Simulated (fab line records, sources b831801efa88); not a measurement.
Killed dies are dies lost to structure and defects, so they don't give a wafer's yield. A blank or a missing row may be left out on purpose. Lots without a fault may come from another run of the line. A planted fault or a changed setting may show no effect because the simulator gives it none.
fab line records | flow sky130 | part 2 of 2: steps 43 to 43 of 43
record lots=6 wafers=18 last_day=50
route steps=708 shown METAL3@555 VIA3@573 PAD_OPEN@708
lots that met no fault: from a run of the same line without faults
start_h: hours from the record's first day to the start of the lot's first wafer shown | wait_h: hours since the lot's step before | " the same as in the row above | L1.1+2: a row that stands for several wafers | - no value, or no start given | * or withheld: withheld | < > ~ a bound
route shown NAME@n: a module of which the file shows steps, and the number in the route of the first | usual: mean/standard deviation of fault-free wafers | same: alike in all rows | chamber/n: place in a boat | sites: the reading at each site | _std_site: their standard deviation | _edge_site: outer sites' mean less inner sites' | radius_mm: how far each site lies from the wafer's centre | mask NAME#n: copy n | behind: the tool/chamber that last shaped the wafer | hold: why the lot was held/for how many hours/how that ended | device: the transistor (n, p or np) that didn't switch | end of line: the same wafers' tests at the end of the route | a step without rows: its recipe alone | killed: dies lost to structure and defects at the first sort, not the wafer's yield | map: a wafer's dies, x killed, . not, _ none there
set.NAME: the setting as run; set.NAME@STEP: as run at that earlier step | model.NAME: the simulator's own value behind a step, which no gauge read
lots at some steps of the route; a table a step, a row a wafer
services: from which hour (start_h, from the record's first day; less than 0 if before it) a tool's chamber was out of use, for how many hours, and why
## steps
# step SKY_PAD_OPEN_PROBE_99
# usual defect_limited_yield=82.5/2.1 killed_at_M0_to_M3=43/7.7 killed_at_M4_up=3.4/1.9 killed_at_contacts=25/5.6 killed_at_front_end=14/4.3 killed_at_other=0.2/0.5 killed_dies=86/10 killed_open=47/7.2 killed_short=39/6.7 sort_bin_3_pad_short=0.9/0.46 sort_bin_5_function=10.4/1.5 sort_bin_6_memory=6.2/1.2 sort_n_pass=406/10 sort_yield_pct=82.5/2.1
# same gross_dies=492 killed_at_back_side=0 sort_bin_4_leakage[%]=0 sort_bin_8_speed[%]=0
# columns lot.wafer tool chamber start_h wait_h defect_limited_yield[%] killed_at_M0_to_M3 killed_at_M4_up killed_at_contacts killed_at_front_end killed_at_other killed_dies killed_open killed_short sort_bin_3_pad_short[%] sort_bin_5_function[%] sort_bin_6_memory[%] sort_n_pass sort_yield_pct[%] model.etest.tester.sort_n_pass model.etest.tester.sort_yield_pct model.etest.tester.sort_bin_5_pct model.etest.tester.sort_bin_3_pct
L940.4 prober-01 - 1079.29 0.2 83.1 37 1 26 19 0 83 54 29 0.6 10.0 6.3 409 83.1 409 83.13 9.959 0.6098
L940.5 prober-01 - 1079.34 0.2 83.9 30 2 30 16 1 79 39 40 0.6 9.8 5.7 413 83.9 413 83.94 9.756 0.6098
L940.6 prober-01 - 1079.39 0.2 82.7 46 2 22 14 1 85 44 41 0.8 10.4 6.1 407 82.7 407 82.72 10.37 0.813
L941.3 prober-02 - 1088.25 0.2 81.9 46 4 24 14 1 89 49 40 1.6 10.6 5.9 403 81.9 403 81.91 10.57 1.626
L941.4 prober-02 - 1088.30 0.2 82.9 43 4 17 19 1 84 39 45 1.0 11.0 5.1 408 82.9 408 82.93 10.98 1.016
L941.5 prober-02 - 1088.35 0.2 78.9 48 3 30 23 0 104 63 41 1.4 10.2 9.6 388 78.9 388 78.86 10.16 1.423
L946.3 prober-01 - 1128.20 0.2 76.6 86 0 16 13 0 115 31 37 2.2 15.0 6.1 377 76.6 377 76.63 15.04 2.236
L946.5 prober-01 - 1128.30 0.2 73.4 84 3 28 16 0 131 46 51 2.2 14.8 9.6 361 73.4 361 73.37 14.84 2.236
L946.6 prober-01 - 1128.35 0.2 77.2 69 4 24 15 0 112 42 29 1.8 14.6 6.3 380 77.2 380 77.24 14.63 1.829
L949.2 prober-02 - 1143.19 0.1 78.5 76 3 16 10 1 106 54 28 1.6 14.6 5.3 386 78.5 386 78.46 14.63 1.626
L949.4 prober-02 - 1143.29 0.2 81.7 59 2 20 9 0 90 33 27 1.4 13.0 3.9 402 81.7 402 81.71 13.01 1.423
L949.6 prober-02 - 1143.39 0.2 76.6 82 1 27 5 0 115 50 25 1.0 13.8 8.5 377 76.6 377 76.63 13.82 1.016
L956.1 prober-01 - 1178.00 0.1 79.7 48 6 23 22 1 100 44 56 1.2 13.4 5.7 392 79.7 392 79.67 13.41 1.22
L956.4 prober-01 - 1178.15 0.2 83.9 35 2 24 18 0 79 38 41 1.4 8.5 6.1 413 83.9 413 83.94 8.537 1.423
L956.5 prober-01 - 1178.20 0.2 82.1 43 8 28 8 1 88 48 40 1.8 8.7 7.3 404 82.1 404 82.11 8.74 1.829
L959.1 prober-02 - 1189.35 0.1 80.7 50 5 28 12 0 95 47 48 0.6 11.4 7.3 397 80.7 397 80.69 11.38 0.6098
L959.2 prober-02 - 1189.40 0.1 82.3 45 2 29 11 0 87 46 41 0.2 10.8 6.7 405 82.3 405 82.32 10.77 0.2033
L959.4 prober-02 - 1189.50 0.2 82.1 48 5 26 8 1 88 46 42 1.4 10.6 5.9 404 82.1 404 82.11 10.57 1.423
# killed by level:class
L940.4 LI_CONTACT:geometric_particle:open=11 FIELD_ISO:geometric_particle:open=8 CONTACT:geometric_particle:open=8 VIA1:geometric_particle:open=8 VIA3:geometric_particle:open=7 METAL1:geometric_particle:short=6 POLY_GATE:geometric_particle:open=4 METAL2:geometric_particle:short=4
L940.5 CONTACT:geometric_particle:open=9 CONTACT:geometric_particle:short=7 METAL2:geometric_particle:short=7 LI_CONTACT:geometric_particle:open=6 VIA2:geometric_particle:open=5 VIA3:geometric_particle:short=4 LOCAL_INTERCONNECT:geometric_particle:short=4 FIELD_ISO:geometric_particle:short=3
L940.6 VIA1:geometric_particle:open=11 METAL2:geometric_particle:short=8 LI_CONTACT:geometric_particle:open=6 CONTACT:geometric_particle:open=6 VIA3:geometric_particle:open=6 METAL1:geometric_particle:short=5 FIELD_ISO:geometric_particle:open=4 LOCAL_INTERCONNECT:geometric_particle:short=4
L941.3 VIA2:geometric_particle:open=10 VIA1:geometric_particle:open=9 CONTACT:geometric_particle:open=8 VIA3:geometric_particle:open=8 CONTACT:geometric_particle:short=7 METAL2:geometric_particle:short=6 FIELD_ISO:geometric_particle:open=5 VIA1:geometric_particle:short=5
L941.4 VIA2:geometric_particle:open=10 POLY_GATE:geometric_particle:short=9 VIA1:geometric_particle:open=9 CONTACT:geometric_particle:open=6 METAL2:geometric_particle:short=5 VIA3:geometric_particle:open=5 CONTACT:geometric_particle:short=4 VIA1:geometric_particle:short=4
L941.5 CONTACT:geometric_particle:open=12 VIA2:geometric_particle:open=9 VIA1:geometric_particle:open=9 VIA1:geometric_particle:short=8 FIELD_ISO:geometric_particle:open=7 VIA3:geometric_particle:open=7 LOCAL_INTERCONNECT:geometric_particle:short=6 LI_CONTACT:geometric_particle:open=6
L946.3 METAL3:unspecified=47 VIA1:geometric_particle:open=10 CONTACT:geometric_particle:short=6 METAL1:geometric_particle:short=6 METAL2:geometric_particle:short=6 FIELD_ISO:geometric_particle:short=5 CONTACT:geometric_particle:open=4 VIA1:geometric_particle:short=4
L946.5 METAL3:unspecified=34 METAL1:geometric_particle:short=9 FIELD_ISO:geometric_particle:short=8 VIA1:geometric_particle:open=8 CONTACT:geometric_particle:open=8 CONTACT:geometric_particle:short=8 VIA2:geometric_particle:open=8 LI_CONTACT:geometric_particle:open=6
L946.6 METAL3:unspecified=41 CONTACT:geometric_particle:open=10 LI_CONTACT:geometric_particle:open=6 LOCAL_INTERCONNECT:geometric_particle:short=6 VIA1:geometric_particle:open=6 FIELD_ISO:geometric_particle:open=5 POLY_GATE:geometric_particle:short=5 VIA2:geometric_particle:open=5
L949.2 METAL3:unspecified=24 VIA1:geometric_particle:open=15 VIA3:geometric_particle:open=13 VIA1:geometric_particle:short=7 CONTACT:geometric_particle:open=6 VIA2:geometric_particle:open=6 LI_CONTACT:geometric_particle:open=5 FIELD_ISO:geometric_particle:open=4
L949.4 METAL3:unspecified=30 LI_CONTACT:geometric_particle:open=7 VIA1:geometric_particle:open=5 VIA3:geometric_particle:open=5 METAL1:geometric_particle:short=5 FIELD_ISO:geometric_particle:open=4 LI_CONTACT:geometric_particle:short=4 LOCAL_INTERCONNECT:geometric_particle:short=4
L949.6 METAL3:unspecified=40 VIA1:geometric_particle:open=16 CONTACT:geometric_particle:open=8 LI_CONTACT:geometric_particle:open=8 VIA2:geometric_particle:open=6 VIA3:geometric_particle:open=6 LOCAL_INTERCONNECT:geometric_particle:short=4 METAL2:geometric_particle:short=4
L956.1 FIELD_ISO:geometric_particle:short=8 CONTACT:geometric_particle:open=8 METAL1:geometric_particle:short=8 FIELD_ISO:geometric_particle:open=7 VIA2:geometric_particle:open=7 VIA1:geometric_particle:open=7 VIA2:geometric_particle:short=7 LI_CONTACT:geometric_particle:open=6
L956.4 CONTACT:geometric_particle:open=12 POLY_GATE:geometric_particle:short=7 METAL1:geometric_particle:short=7 VIA2:geometric_particle:open=6 LI_CONTACT:geometric_particle:open=5 CONTACT:geometric_particle:short=5 VIA1:geometric_particle:short=5 VIA1:geometric_particle:open=5
L956.5 VIA1:geometric_particle:open=12 CONTACT:geometric_particle:open=10 VIA3:geometric_particle:open=8 LI_CONTACT:geometric_particle:open=7 VIA1:geometric_particle:short=7 METAL1:geometric_particle:short=6 METAL4:geometric_particle:short=6 METAL2:geometric_particle:short=4
L959.1 VIA1:geometric_particle:open=12 CONTACT:geometric_particle:open=12 CONTACT:geometric_particle:short=9 VIA1:geometric_particle:short=8 VIA2:geometric_particle:short=8 METAL2:geometric_particle:short=6 FIELD_ISO:geometric_particle:open=5 VIA2:geometric_particle:open=4
L959.2 VIA1:geometric_particle:open=11 CONTACT:geometric_particle:open=10 LI_CONTACT:geometric_particle:open=8 VIA2:geometric_particle:open=7 METAL2:geometric_particle:short=6 VIA2:geometric_particle:short=6 LOCAL_INTERCONNECT:geometric_particle:short=5 METAL1:geometric_particle:short=5
L959.4 VIA1:geometric_particle:open=10 CONTACT:geometric_particle:open=9 CONTACT:geometric_particle:short=8 VIA2:geometric_particle:open=8 VIA3:geometric_particle:open=7 VIA1:geometric_particle:short=5 VIA2:geometric_particle:short=4 FIELD_ISO:geometric_particle:open=3
# map L946.5 (x killed, . not)
__________xx.x.....x_________
________xxxxx....xx..._______
______xxxxxx.x..x.x....._____
_____xxxxxxx.............____
____.xxxxxxxx.......x.....___
___xx.xxxxxxx..x.x.........__
__....x..xx....xxx.........x_
_..........x.......x..x.x...x
_....x.xx.x......x...x.......
_..x.............xx........xx
_...xx.....xx.......x....x..x
_.....xx.....x...xx.xx...x...
_x..x......x....x..........xx
_.xx.x.x..x..................
_.....x............x...x.x...
__.......x......x..........._
___.x.x...................x__
____.x....x.....x.xxx..xx.___
_____xx.x....xx..x.x.....____
______...x...x..x....x.._____
________..x.x....x...._______
__________.x.x..xx.._________
# map L949.6 (x killed, . not)
__________.x.x......_________
________.....x...x...._______
______x...x............._____
_____x...x......x.x....x.____
____xx.x....x.............___
___xxxx.........x..x.....x.__
__xxxxxxx....xx.x....x...x.x_
_xxxxxxx..x.......x..........
_xxxxxxxxx........x....xx...x
_.xxxxxx..x..x...............
_..xxx.............x..xx.x.x.
_.x.xx...xxx.x..............x
_......x....x........x.xx....
_.x.....x..x............x...x
_......x.....x.........x.xx.x
__......x...x.x..x.x........_
___.....................x..__
____.x.x.....x............___
_____.....xx..x..........____
______x...x.....x......._____
________.......x..x..._______
__________x........._________
## services
# columns tool chamber start_h hours kind
rie_diel-04 - 885.82 41.6 repair
rie_metal-01 - 893.41 1.4 pm
pvd_sputter-02 - 893.60 1.5 repair
plasma_asher-02 - 908.55 1.2 repair
rie_diel-04 3 912.85 5.1 repair
rie_metal-01 1 934.03 - clean
rie_metal-02 - 973.19 2.8 pm
rie_diel-03 - 978.57 15.6 pm
rie_diel-03 2 994.17 - clean
rie_diel-03 2 994.17 17.9 scheduled_down
rie_diel-03 2 994.17 17.9 vent_cycle
rie_metal-01 - 996.49 0.4 repair
rie_metal-02 - 1021.32 0.3 repair
pvd_sputter-01 2 1021.87 - consumable_replace:kit
pvd_sputter-01 2 1021.87 18.0 scheduled_down
pvd_sputter-01 2 1021.87 18.0 vent_cycle
plasma_asher-04 - 1024.59 1.6 repair
plasma_asher-01 - 1026.50 1.3 repair
rie_metal-03 - 1031.37 1.9 repair
rie_diel-03 0 1036.26 7.6 repair
rie_diel-01 1 1040.42 63.3 repair
rie_diel-03 3 1044.59 67.7 repair
plasma_asher-02 - 1055.25 9.0 pm
rie_diel-02 1 1060.69 7.9 repair
## key
first_sign step=SKY_PAD_OPEN_PROBE_99 reading=killed_at_M0_to_M3 direction=up sigmas=4.3 usual=43 struck=76
effect step=SKY_PAD_OPEN_PROBE_99 reading=sort_bin_5_function direction=up sigmas=2.6 usual=10.4 struck=14.3
model_effect step=SKY_PAD_OPEN_PROBE_99 value=etest.tester.sort_n_pass without=413 struck=380.5
met_at SKY_METAL3_ETCH_17
struck_wafers L946.3,L946.5,L946.6,L949.2,L949.4,L949.6
onset_between 917.41 959.51
also_fits SKY_METAL3_DESCUM_15:rie_metal-01
fault kind=chamber_particle_source tool=rie_diel-01 chamber=- onset_h=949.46 steps=SKY_METAL3_ETCH_17 rate_per_visit_cm2=0.47305 end_h=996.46
